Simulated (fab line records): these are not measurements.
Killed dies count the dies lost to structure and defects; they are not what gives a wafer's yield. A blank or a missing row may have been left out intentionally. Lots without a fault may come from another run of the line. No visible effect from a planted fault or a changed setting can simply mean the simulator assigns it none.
Which of the tools did it? / flow gf180mcu / 12 lots, 36 wafers sampled, at 4 steps of a route of 602

== WHAT EACH GAUGE READ, for each wafer ==
GF_STI_THK_MEAS_22. Usual: STI_OXIDATION_01_THK 14.8 nm, standard deviation 0.31.
lot=L186; measured=day 2 13:53; on=film_metro-01; STI_OXIDATION_01_THK (nm)=14.6 14.6 14.6; flag=
lot=L187; measured=day 2 19:28; on=film_metro-01; STI_OXIDATION_01_THK (nm)=15.2 15.5 15.0; flag=
lot=L191; measured=day 3 17:12; on=film_metro-01; STI_OXIDATION_01_THK (nm)=15.3 15.3 15.2; flag=
lot=L194; measured=day 4 07:53; on=film_metro-04; STI_OXIDATION_01_THK (nm)=14.6 14.8 14.7; flag=
lot=L196; measured=day 4 17:16; on=film_metro-04; STI_OXIDATION_01_THK (nm)=14.6 14.7 14.7; flag=
lot=L197; measured=day 4 22:29; on=film_metro-04; STI_OXIDATION_01_THK (nm)=14.6 14.4 14.5; flag=
lot=L201; measured=day 5 18:44; on=film_metro-04; STI_OXIDATION_01_THK (nm)=14.8 14.8 14.9; flag=
lot=L202; measured=day 6 00:10; on=film_metro-01; STI_OXIDATION_01_THK (nm)=15.1 15.2 15.1; flag=
lot=L203; measured=day 6 06:16; on=film_metro-02; STI_OXIDATION_01_THK (nm)=14.8 14.9 14.5; flag=
lot=L204; measured=day 6 11:26; on=film_metro-04; STI_OXIDATION_01_THK (nm)=14.4 14.4 14.5; flag=
lot=L206; measured=day 6 20:18; on=film_metro-02; STI_OXIDATION_01_THK (nm)=14.7 14.5 14.8; flag=
lot=L207; measured=day 7 03:53; on=film_metro-04; STI_OXIDATION_01_THK (nm)=15.0 15.0 14.8; flag=

GF_VT_IMPLANT_OVL_MEAS_18. Usual: VT_IMPLANT_01_OVL -1.1 nm, standard deviation 1.3.
lot=L186; measured=day 6 20:22; on=overlay-01; VT_IMPLANT_01_OVL (nm)=-0.9 -2.1 -1.5; flag=
lot=L187; measured=day 7 04:28; on=overlay-02; VT_IMPLANT_01_OVL (nm)=-0.3 -0.4 -1.1; flag=
lot=L191; measured=day 8 04:06; on=overlay-02; VT_IMPLANT_01_OVL (nm)=-1.1 -1.9 -0.4; flag=
lot=L194; measured=day 8 23:40; on=overlay-01; VT_IMPLANT_01_OVL (nm)=-0.5 -1.9 0.3; flag=
lot=L196; measured=day 9 10:16; on=overlay-02; VT_IMPLANT_01_OVL (nm)=- - -; flag=OFF
lot=L197; measured=day 9 15:07; on=overlay-02; VT_IMPLANT_01_OVL (nm)=- - -; flag=OFF
lot=L201; measured=day 10 18:46; on=overlay-01; VT_IMPLANT_01_OVL (nm)=-0.9 -1.7 -1.2; flag=
lot=L202; measured=day 11 01:20; on=overlay-01; VT_IMPLANT_01_OVL (nm)=0.3 -1.0 -0.6; flag=
lot=L203; measured=day 11 08:45; on=overlay-01; VT_IMPLANT_01_OVL (nm)=0.2 0.0 0.2; flag=
lot=L204; measured=day 11 13:43; on=overlay-01; VT_IMPLANT_01_OVL (nm)=1.2 1.7 0.7; flag=
lot=L206; measured=day 12 02:13; on=overlay-01; VT_IMPLANT_01_OVL (nm)=0.5 0.1 -0.9; flag=
lot=L207; measured=day 12 12:52; on=overlay-01; VT_IMPLANT_01_OVL (nm)=-1.4 -1.4 -0.7; flag=

GF_VT_IMPLANT_TW_MEAS_32. Usual: VT_IMPLANT_3_TW 268.7, standard deviation 1.2.
lot=L186; measured=day 7 12:33; on=film_metro-03; VT_IMPLANT_3_TW=268.7 267.5 269.5; flag=
lot=L187; measured=day 7 20:38; on=film_metro-03; VT_IMPLANT_3_TW=267.9 268.7 266.9; flag=
lot=L191; measured=day 8 21:44; on=film_metro-04; VT_IMPLANT_3_TW=268.4 268.4 267.4; flag=
lot=L194; measured=day 9 16:58; on=film_metro-04; VT_IMPLANT_3_TW=270.1 267.6 268.0; flag=
lot=L196; measured=day 10 04:34; on=film_metro-04; VT_IMPLANT_3_TW=1216.0 1213.9 1215.9 1215.4 1220.6 1223.6; flag=OFF
lot=L197; measured=day 10 09:19; on=film_metro-04; VT_IMPLANT_3_TW=1213.4 1216.7 1216.8 1213.2 1214.7 1221.8; flag=OFF
lot=L201; measured=day 11 13:41; on=film_metro-03; VT_IMPLANT_3_TW=269.0 268.3 267.2; flag=
lot=L202; measured=day 11 20:11; on=film_metro-03; VT_IMPLANT_3_TW=268.3 269.2 269.5; flag=
lot=L203; measured=day 12 04:46; on=film_metro-04; VT_IMPLANT_3_TW=269.3 269.4 269.1; flag=
lot=L204; measured=day 12 09:54; on=film_metro-04; VT_IMPLANT_3_TW=268.3 269.5 267.8; flag=
lot=L206; measured=day 12 21:53; on=film_metro-04; VT_IMPLANT_3_TW=267.6 266.3 269.0; flag=
lot=L207; measured=day 13 08:52; on=film_metro-04; VT_IMPLANT_3_TW=267.1 268.1 267.8; flag=

== TOOL THAT RAN EACH LOT (tool first, then ch and the chambers of the sampled wafers, then the start) ==
lot=L186; GF_VT_IMPLANT_COAT_13=litho_track-03 ch 0, day 6 13:05
lot=L187; GF_VT_IMPLANT_COAT_13=litho_track-02 ch 0, day 6 20:09
lot=L191; GF_VT_IMPLANT_COAT_13=litho_track-03 ch 0, day 7 19:46
lot=L194; GF_VT_IMPLANT_COAT_13=litho_track-03 ch 0, day 8 14:52
lot=L196; GF_VT_IMPLANT_COAT_13=litho_track-02, day 9 02:21
lot=L197; GF_VT_IMPLANT_COAT_13=litho_track-01, day 9 06:51
lot=L201; GF_VT_IMPLANT_COAT_13=litho_track-03 ch 0, day 10 09:58
lot=L202; GF_VT_IMPLANT_COAT_13=litho_track-01 ch 0, day 10 15:58
lot=L203; GF_VT_IMPLANT_COAT_13=litho_track-01 ch 0, day 10 23:31
lot=L204; GF_VT_IMPLANT_COAT_13=litho_track-01 ch 0, day 11 04:42
lot=L206; GF_VT_IMPLANT_COAT_13=litho_track-03 ch 0, day 11 16:55
lot=L207; GF_VT_IMPLANT_COAT_13=litho_track-01 ch 0, day 12 03:19
- GF_VT_IMPLANT_COAT_13: resist thk 1000 nm.

== WHAT THE TOOLS THEMSELVES READ (means of the sampled wafers that have a number; where no wafer has one, the mark that the record gives instead) ==
GF_VT_IMPLANT_COAT_13. Usual: chill_plate_temp_C 23.01 C, standard deviation 0.096; dispense_pressure_kPa 48.3 kPa, standard deviation 1.9; exhaust_pa 45.0 Pa, standard deviation 0.9.
lot=L186; tool=litho_track-03; chill_plate_temp_C (C)=22.88; dispense_pressure_kPa (kPa)=48.5; exhaust_pa (Pa)=44.4; flag=
lot=L187; tool=litho_track-02; chill_plate_temp_C (C)=23.00; dispense_pressure_kPa (kPa)=52.9; exhaust_pa (Pa)=45.4; flag=
lot=L191; tool=litho_track-03; chill_plate_temp_C (C)=23.04; dispense_pressure_kPa (kPa)=48.5; exhaust_pa (Pa)=45.3; flag=
lot=L194; tool=litho_track-03; chill_plate_temp_C (C)=23.00; dispense_pressure_kPa (kPa)=48.5; exhaust_pa (Pa)=45.9; flag=
lot=L196; tool=litho_track-02; chill_plate_temp_C (C)=-; dispense_pressure_kPa (kPa)=-; exhaust_pa (Pa)=-; flag=OFF
lot=L197; tool=litho_track-01; chill_plate_temp_C (C)=-; dispense_pressure_kPa (kPa)=-; exhaust_pa (Pa)=-; flag=OFF
lot=L201; tool=litho_track-03; chill_plate_temp_C (C)=22.95; dispense_pressure_kPa (kPa)=48.5; exhaust_pa (Pa)=43.8; flag=
lot=L202; tool=litho_track-01; chill_plate_temp_C (C)=23.08; dispense_pressure_kPa (kPa)=46.5; exhaust_pa (Pa)=44.3; flag=
lot=L203; tool=litho_track-01; chill_plate_temp_C (C)=22.97; dispense_pressure_kPa (kPa)=46.6; exhaust_pa (Pa)=45.4; flag=
lot=L204; tool=litho_track-01; chill_plate_temp_C (C)=23.08; dispense_pressure_kPa (kPa)=46.6; exhaust_pa (Pa)=45.5; flag=
lot=L206; tool=litho_track-03; chill_plate_temp_C (C)=22.93; dispense_pressure_kPa (kPa)=48.5; exhaust_pa (Pa)=45.2; flag=
lot=L207; tool=litho_track-01; chill_plate_temp_C (C)=22.94; dispense_pressure_kPa (kPa)=46.6; exhaust_pa (Pa)=44.9; flag=

== THE ANSWER, worked out from the rows above alone ==
Rule: a lot counts as off when the mean over its wafers that have a number is more than 3 standard deviations away from the usual mean. Also off: a lot with no number at a reading for which 4 or more lots have one. Where the step has rows for the other lots, those lots are counted as sound. The gauges are gone through in route order, then the tools' own readings, and for those a lot's mean is taken as printed above. The first step at which some lot is off is used, and at that step the reading that is off furthest; a lot without a number counts as furthest.
Off: L196, L197, seen at GF_VT_IMPLANT_OVL_MEAS_18 (VT_IMPLANT_01_OVL). Without a number there: L196, L197.
A tool fits if, at a process step before that reading, it ran every lot that is off, and no sound lot after the first of them. Not tried: the gauges at GF_VT_IMPLANT_OVL_MEAS_18; whatever is off there is also off at GF_VT_IMPLANT_TW_MEAS_32, on other tools, and gauge error can't account for it. No candidate that was tried fits.

== WHAT THE SIMULATOR HAD PUT IN ==
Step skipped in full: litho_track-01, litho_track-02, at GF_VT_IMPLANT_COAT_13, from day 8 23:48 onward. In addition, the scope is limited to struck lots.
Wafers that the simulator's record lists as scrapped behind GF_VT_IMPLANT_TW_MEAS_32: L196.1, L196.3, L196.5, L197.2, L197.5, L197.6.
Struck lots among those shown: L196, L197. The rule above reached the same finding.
